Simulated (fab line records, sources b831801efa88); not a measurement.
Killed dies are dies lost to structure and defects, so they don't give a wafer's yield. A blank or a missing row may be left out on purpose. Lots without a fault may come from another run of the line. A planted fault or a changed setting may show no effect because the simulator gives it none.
Chamber matching | flow sky130 | SKY_PASSIVATION_ETCH_11 on rie_diel-02: 4 sister chambers
The step etches the open film in CF4/O2, stops on AlCu, target depth 725 nm, time 161.1 s. 8 wafers are shown with their chamber, then 9 later ones without.

WAFERS WITH THEIR CHAMBER
wafer  | chamber | drypump_motor_current_A (A) | oes_product_au (a.u.)
L087.4 | 3       | 6.5                         | 0.985
L087.6 | 2       | 5.9                         | 0.978
L086.4 | 1       | 6.1                         | 0.992
L086.5 | 1       | 6.1                         | 0.979
L086.6 | 0       | 6.4                         | 0.982
L088.3 | 2       | 5.9                         | 0.959
L088.4 | 3       | 6.5                         | 0.972
L088.6 | 0       | 6.3                         | 0.969

WAFERS WITHOUT THEIR CHAMBER
wafer  | drypump_motor_current_A (A) | oes_product_au (a.u.)
L092.1 | 6.4                         | 0.981
L092.2 | 6.5                         | 0.973
L092.3 | 6.1                         | 0.982
L095.1 | 6.5                         | 0.974
L095.3 | 5.9                         | 0.972
L095.4 | 6.4                         | 0.978
L096.2 | 5.9                         | 0.980
L096.3 | 6.1                         | 0.964
L096.4 | 6.3                         | 0.980

WHICH CHAMBER EACH WENT THROUGH
wafer  | from the rows above     | in truth
L092.1 | can't be placed: 0 or 3 | 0
L092.2 | 3                       | 3
L092.3 | 1                       | 1
L095.1 | 3                       | 3
L095.3 | 2                       | 2
L095.4 | can't be placed: 0 or 3 | 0
L096.2 | 2                       | 2
L096.3 | 1                       | 1
L096.4 | 0                       | 0
Placed correctly: 7 of 9. Can't be placed from these rows: 2 (the true chamber is among the candidates in 2). Placed wrongly: 0.
How it was worked out, from the rows above alone: a wafer's distance from a chamber is the root of the sum, over the readings, of the square of ((its reading less the chamber's mean) divided by the reading's scatter). The wafer belongs to the nearest chamber; if the next one is less than 2 further off, it can't be placed. A chamber's mean is the mean of its shown wafers. The scatter: the root of (the sum of the squares of (reading less its chamber's mean) over the shown wafers, divided by (wafers less chambers)).
